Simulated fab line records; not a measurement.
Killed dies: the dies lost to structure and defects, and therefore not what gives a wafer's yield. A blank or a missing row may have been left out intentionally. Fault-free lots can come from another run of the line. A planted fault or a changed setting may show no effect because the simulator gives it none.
Lot-split experiment | flow gf180mcu | route with 602 steps; 5 lots, 23 wafers read

SPLIT DETAILS
At GF_V3_CVD_00 (deposits SiO2, target thk 600 nm, time 100 s), the setting sih4 flow sccm was moved away from the recipe's 60 sccm on 4 of the 23 wafers read, by -11.8% to +14.1%. This setting was run at the recipe's value on the other wafers.

No step appears in the file between the split and the reading.

THE READING
V3_CVD_00_THK, in nm, at GF_V3_THK_MEAS_01. Typical for fault-free wafers on this fab line: 595 nm, with standard deviation 6.2 nm.

wafer  | tool, chamber at the split | sih4 flow sccm as run, sccm | against the recipe | V3_CVD_00_THK, nm | against lot-mates on the recipe
L074.3 | hdpcvd-02, 0               | 60                          | recipe             | 598               | -
L074.4 | hdpcvd-02, 0               | 60                          | recipe             | 597               | -
L074.5 | hdpcvd-02, 2               | 60                          | recipe             | 598               | -
L079.1 | hdpcvd-01, 0               | 68.47                       | +14.1%             | 688               | +87
L079.3 | hdpcvd-01, 1               | 60                          | recipe             | 600               | -
L079.4 | hdpcvd-01, 2               | 60                          | recipe             | 593               | -
L079.5 | hdpcvd-01, 1               | 60                          | recipe             | 611               | -
L079.6 | hdpcvd-01, 0               | 68.47                       | +14.1%             | 682               | +81
L080.1 | hdpcvd-02, 1               | 60                          | recipe             | 600               | -
L080.2 | hdpcvd-02, 2               | 60                          | recipe             | 600               | -
L080.3 | hdpcvd-02, 0               | 60                          | recipe             | 591               | -
L080.5 | hdpcvd-02, 1               | 60                          | recipe             | 597               | -
L080.6 | hdpcvd-02, 2               | 60                          | recipe             | 602               | -
L081.1 | hdpcvd-02, 0               | 60                          | recipe             | 603               | -
L081.3 | hdpcvd-02, 1               | 52.91                       | -11.8%             | 522               | -76
L081.4 | hdpcvd-02, 0               | 60                          | recipe             | 597               | -
L081.5 | hdpcvd-02, 2               | 52.91                       | -11.8%             | 528               | -70
L081.6 | hdpcvd-02, 1               | 60                          | recipe             | 593               | -
L082.2 | hdpcvd-02, 2               | 60                          | recipe             | 595               | -
L082.3 | hdpcvd-02, 1               | 60                          | recipe             | 582               | -
L082.4 | hdpcvd-02, 1               | 60                          | recipe             | 585               | -
L082.5 | hdpcvd-02, 2               | 60                          | recipe             | 588               | -
L082.6 | hdpcvd-02, 0               | 60                          | recipe             | 596               | -

THE FIT
A straight line over all 23 wafers: V3_CVD_00_THK changes by +6.18 nm for each +1% of sih4 flow sccm; r = +0.98; the points scatter about the line by 6.3 nm.
The same after taking each lot's own level away (the mean of its wafers on the recipe; 23 wafers): +6.02 nm for each +1%; r = +0.99; scatter 4.8 nm.
The reading moves by 85 nm for the largest change in sih4 flow sccm, on that fit.
Across the lots, their own levels run from 589.2 to 601.3 nm, a range of 2.0 times the standard deviation given above.
The two slopes agree, so the slope changes little with the lot-to-lot level.
Check: +83.8 nm against its lot-mates is what the line predicts for one of the wafers moved furthest among these (+14.1%) when that wafer is left out of the fit. Against them it came out at +86.7 nm.

THESE WAFERS: OTHER SPLITS
Before the reading, these wafers also passed through other splits. Each is held against what the fit with the lots' levels taken away leaves over:
other split on the same wafers | wafers away from the commonest value | r with V3_CVD_00_THK (lot level and that fit taken away)
GF_M3_SPUTTER_00 time s        | 7                                    | +0.10

THE WHOLE CHAIN: every reading that the file lists as answering this split, in the file's order
step              | what it does                                 | reading                                                                   | change (the file's fit)              | r (the file's)
GF_V3_CVD_00      | deposits SiO2, target thk 600 nm, time 100 s | SiO2_of_V3_CVD_00.thk nm (the simulator's own value, which no gauge read) | +6.01 nm for each +1% of the setting | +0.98
GF_V3_THK_MEAS_01 |                                              | V3_CVD_00_THK                                                             | +6.01 for each +1% of the setting    | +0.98

THE FILE'S OWN FIT
V3_CVD_00_THK changes by +6.01 nm for each +1% of sih4 flow sccm, r = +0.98.
